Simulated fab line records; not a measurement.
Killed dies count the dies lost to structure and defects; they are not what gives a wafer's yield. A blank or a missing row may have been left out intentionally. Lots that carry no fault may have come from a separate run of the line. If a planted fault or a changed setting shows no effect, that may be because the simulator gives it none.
Matching of chambers	flow gf180mcu	rieDiel-04 running GF_PASSIVATION_ETCH_11: 4 sister chambers
The step etches the open film in CF4/O2, stops on TiN, target depth 1800 nm, time 400 s. 8 wafers are shown with their chamber, then 10 later ones without.

## WAFERS, EACH WITH ITS CHAMBER
wafer	chamber	drypumpMotorCurrentA (A)	rfFwdPowerW (W)
L078.4	2	6.0	794.2
L086.3	3	5.7	801.1
L086.5	3	5.8	802.3
L086.6	0	5.5	794.9
L088.3	0	5.5	797.9
L088.6	1	5.2	798.2
L091.3	1	5.2	797.5
L091.4	2	6.0	798.0

## WAFERS WITH NO CHAMBER GIVEN
wafer	drypumpMotorCurrentA (A)	rfFwdPowerW (W)
L091.5	5.5	802.7
L092.3	5.8	795.0
L092.4	5.5	802.5
L092.6	5.8	796.1
L095.2	5.5	797.7
L095.3	5.8	797.0
L095.6	5.5	797.7
L097.1	5.5	800.4
L097.2	6.1	797.2
L097.4	5.2	801.5

## CHAMBER TAKEN BY EACH
wafer	from the rows above	in truth
L091.5	0	0
L092.3	can't be placed: 3 or 2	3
L092.4	0	0
L092.6	3	3
L095.2	0	0
L095.3	3	3
L095.6	0	0
L097.1	0	0
L097.2	2	2
L097.4	1	1
9 of 10 placed correctly. Can't be placed from these rows: 1 (the true chamber is among the candidates in 1). Wrongly placed: 0.
How it was worked out, from the rows above alone: a wafer's distance from a chamber is the root of the sum, over the readings, of the square of ((its reading less the chamber's mean) divided by the reading's scatter). If the next closest chamber is less than 2 further off than the closest, the wafer can't be placed; otherwise it belongs to the closest. The mean given for a chamber averages the wafers shown for that chamber. How the scatter is found: for the shown wafers, subtract from each reading the mean of its chamber, square and add these, divide the total by (wafers less chambers), then take the root.
